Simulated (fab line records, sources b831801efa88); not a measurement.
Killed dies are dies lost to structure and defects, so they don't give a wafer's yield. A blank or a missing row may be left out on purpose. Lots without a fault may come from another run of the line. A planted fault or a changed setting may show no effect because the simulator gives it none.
Which tool did it? | flow gf180mcu | 11 lots, 33 wafers sampled, at 4 steps of a route of 602

WHAT THE GAUGES READ, wafer by wafer
GF_V2_RS_MEAS_24: measures by four-point-probe.
lot  | measured     | on            | V2_W_RS (ohm/sq)
L228 | day 20 09:50 | film_metro-01 | 0.330 0.327 0.332
L229 | day 21 04:04 | film_metro-02 | 0.326 0.328 0.328
L232 | day 22 11:15 | film_metro-02 | 0.330 0.331 0.334
L234 | day 23 10:01 | film_metro-03 | 0.375 0.376 0.368
L236 | day 23 15:22 | film_metro-02 | 0.366 0.372 0.366
L244 | day 26 07:30 | film_metro-02 | 0.329 0.332 0.333
L246 | day 26 21:16 | film_metro-01 | 0.331 0.330 0.325
L247 | day 27 07:14 | film_metro-01 | 0.332 0.336 0.333
L248 | day 27 13:59 | film_metro-02 | 0.335 0.327 0.335
L249 | day 27 18:10 | film_metro-01 | 0.328 0.333 0.336
L250 | day 27 21:33 | film_metro-03 | 0.326 0.329 0.331

WHICH TOOL RAN EACH LOT (tool, then ch and the chambers of the sampled wafers, then the start)
lot  | GF_M2_SPUTTER_04             | GF_M2_METAL_ETCH_16               | GF_V2_CVD_23
L228 | pvd_sputter-01, day 18 06:40 | rie_metal-01 ch 0,1, day 19 06:40 | cvd_w-02 ch 0,1, day 20 09:43
L229 | pvd_sputter-01, day 19 01:31 | rie_metal-04 ch 0,1, day 20 01:53 | cvd_w-02 ch 0,1, day 21 03:56
L232 | pvd_sputter-02, day 20 09:19 | rie_metal-02 ch 0,1, day 21 09:59 | cvd_w-02 ch 0,1, day 22 11:08
L234 | pvd_sputter-02, day 21 08:36 | rie_metal-01 ch 0,1, day 22 08:44 | cvd_w-02 ch 0,1, day 23 09:54
L236 | pvd_sputter-03, day 21 14:07 | rie_metal-04 ch 0,1, day 22 13:36 | cvd_w-02 ch 0,1, day 23 15:16
L244 | pvd_sputter-01, day 24 10:43 | rie_metal-02 ch 0,1, day 25 08:08 | cvd_w-01 ch 0,1, day 26 07:23
L246 | pvd_sputter-01, day 25 00:59 | rie_metal-04 ch 0,1, day 25 22:32 | cvd_w-01 ch 0, day 26 21:10
L247 | pvd_sputter-02, day 25 12:14 | rie_metal-02 ch 0,1, day 26 08:47 | cvd_w-02 ch 0, day 27 07:08
L248 | pvd_sputter-01, day 25 18:55 | rie_metal-02 ch 0,1, day 26 15:23 | cvd_w-02 ch 0,1, day 27 13:53
L249 | pvd_sputter-01, day 25 23:11 | rie_metal-02 ch 0,1, day 26 19:59 | cvd_w-02 ch 0,1, day 27 18:03
L250 | pvd_sputter-02, day 26 01:35 | rie_metal-04 ch 0,1, day 26 23:20 | cvd_w-01 ch 0,1, day 27 21:25
- GF_M2_SPUTTER_04: material TiN, target thk 50 nm, time 41.7 s.
- GF_M2_METAL_ETCH_16: etches the open film in Cl2/BCl3, stops on SiO2, target depth 627.5 nm, time 104.6 s.
- GF_V2_CVD_23: deposits W, target thk 350 nm, time 104.94 s.

THE ANSWER, worked out from the rows above alone
Rule: what is usual is taken from the lots themselves. Put in order of their means at a reading, lots are off if they are a third of the lots or fewer, leave a main group of 4 or more, and stand apart from it by a gap of 3 or more times the standard deviation of the main group's means; of several such gaps the widest counts. A main group whose means are all the same, to the digits that the tables above print for the reading, isn't used. A lot without any number at a reading at which 4 lots or more have one is off too. The other lots that the step has rows for count as sound.
Off: L234, L236, at GF_V2_RS_MEAS_24 (V2_W_RS). The main group: mean 0.331 ohm/sq, standard deviation 0.002.
A tool fits if, at a process step before that reading, it ran every lot that is off, and no sound lot after the first of them. The gauges at GF_V2_RS_MEAS_24 are tried like those tools. None of those tried fits.

WHAT THE SIMULATOR HAD PUT IN
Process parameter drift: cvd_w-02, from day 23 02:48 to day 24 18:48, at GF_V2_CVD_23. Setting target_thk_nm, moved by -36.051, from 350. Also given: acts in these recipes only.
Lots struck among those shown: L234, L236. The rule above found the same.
